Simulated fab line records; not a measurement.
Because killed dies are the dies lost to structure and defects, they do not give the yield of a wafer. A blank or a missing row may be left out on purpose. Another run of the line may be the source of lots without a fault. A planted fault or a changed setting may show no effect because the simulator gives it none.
A struck lot beside a sound one -- flow sky130 -- 15 steps out of a route of 708
Sound: the wafers L462.1, L462.3, L462.5. The struck wafers were L455.2, L455.3, L455.4. Last of all comes the cause.
At each step with rows: each side's tool, then ch and its chambers, then its first start. Under that, the readings that differ: sound wafers -- struck wafers -- difference of the means -- sigmas: that difference in standard deviations of wafers without a fault.
alike: a reading whose means differ by less than 2 such deviations, as well as words and numbers matching on both sides. not compared: withheld readings; readings where some wafer has no value; bounds like >300 that might hide an equal value; numbers whose values overlap and for which the record gives no deviation.
A row with sigmas, a row that says differs or no value, or rows on one side alone: a step with any of these is where the two part. Numbers that don't overlap but have no deviation are shown without sigmas and don't part them. A reading missing from all wafers of one side parts the sides only when that side holds two or more wafers.

SKY_VIA1_OVL_MEAS_13:
  sound on overlay-01, day 39 10:38; struck on overlay-01, day 37 15:11
  alike: VIA1_OVL
SKY_VIA1_ETCH_14: etches BARC in N2/H2, stops on SiO2, time 45.9 s, target depth 60 nm.
  sound on rieDiel-04 ch 2,3, day 39 10:41; struck on rieDiel-01 ch 0,1,2, day 37 15:13
  alike: drypumpMotorCurrentA, oesProductAu, throttleValvePct
  not compared: rfHoursCounterH
SKY_VIA1_ETCH_15: etches SiO2 in C4F8/O2/Ar, stops on TiN, target depth 351 nm, time 54 s.
  sound on rieDiel-04 ch 2,3, day 39 10:43; struck on rieDiel-01 ch 0,1,2, day 37 15:15
  alike: oesProductAu
  not compared: rfHoursCounterH
SKY_VIA1_STRIP_16: strips in O2/N2.
  sound on plasmaAsher-04 ch 0,1, day 39 10:46; struck on plasmaAsher-02 ch 0,1, day 37 15:18
  alike: drypumpMotorCurrentA, o2FlowSccm, oesProductAu, stripTimeToEndpointS
  not compared: rfHoursCounterH
then, 4 steps without rows for these wafers: SKY_VIA1_STRIP_17 (strips in post etch residue remover, time 1200 s); SKY_VIA1_CLEAN_18 (cleans in IPA, time 180 s); SKY_VIA1_CLEAN_19 (cleans in O3/DIW); SKY_VIA1_SPUTTER_20 (material TiN, target thk 20 nm, time 80 s).
SKY_VIA1_CVD_21: deposits W, target thk 270 nm, time 80.902 s.
  sound on cvdW-02 ch 1, day 39 11:25; struck on cvdW-02 ch 0,1, day 37 15:59
  alike: heaterPowerW
SKY_VIA1_RS_MEAS_22: uses a four-point probe to measure.
  sound on filmMetro-02, day 39 11:31; struck on filmMetro-02, day 37 16:06
  alike: VIA1_W_RS
SKY_VIA1_THK_MEAS_23: measures by xrf.
  sound on filmMetro-02, day 39 11:38; struck on filmMetro-02, day 37 16:13
  alike: VIA1_W_THK
SKY_VIA1_CMP_24: polishes, stops on SiO2, t overpolish 15 s, target thk 0 nm.
  sound on cmp-01 ch 0,2,3, day 39 11:44; struck on cmp-02 ch 1,2,3, day 37 16:16
  alike: motorCurrentA, overpolishRunS, retainingRingPressureFrac, slurryFlowMlMin, timeToEndpointS
SKY_METAL2_SPUTTER_00: material Ti, target thk 15 nm, time 10 s.
  sound on pvdSputter-02, day 39 11:59; struck on pvdSputter-04, day 37 16:34
  no value came back on the struck wafers for cathodeDcPowerW (W), chamberPressurePa (Pa), throttleValvePct (%); on the sound wafers cathodeDcPowerW (W) reads 3001.3 2999.7 2999.6
then, 1 step without rows for these wafers: SKY_METAL2_SPUTTER_01 (material TiN, target thk 20 nm, time 16.7 s).
-- the record jumps here: 11 days lie between the struck wafers' starts before and after (it left off in module METAL2 and takes up again in module PAD_OPEN, whose first step shown is number 708 of the route) --
SKY_PAD_OPEN_PROBE_99:
  sound on prober-02, day 50 00:26; struck on prober-02, day 48 16:01
reading,sound,struck,difference,sigmas
model.etest.via1Chain.rcOhm,16.05 16.48 16.74,18.1 18.11 18.57,+1.8,
  alike: defectLimitedYield, killed_at_M0_to_M3, killed_at_M4_up, killedAtContacts, killedAtFrontEnd, killedAtOther, killedDies, killedOpen, killedShort, sort_bin_3_pad_short, sort_bin_5_function, sort_bin_6_memory, sortNPass, sortYieldPct

WHERE THEY PART
SKY_METAL2_SPUTTER_00 only, going by this record. Later steps at which nothing parts them and some readings are alike: SKY_PAD_OPEN_PROBE_99.

WHY: what the simulator had put in
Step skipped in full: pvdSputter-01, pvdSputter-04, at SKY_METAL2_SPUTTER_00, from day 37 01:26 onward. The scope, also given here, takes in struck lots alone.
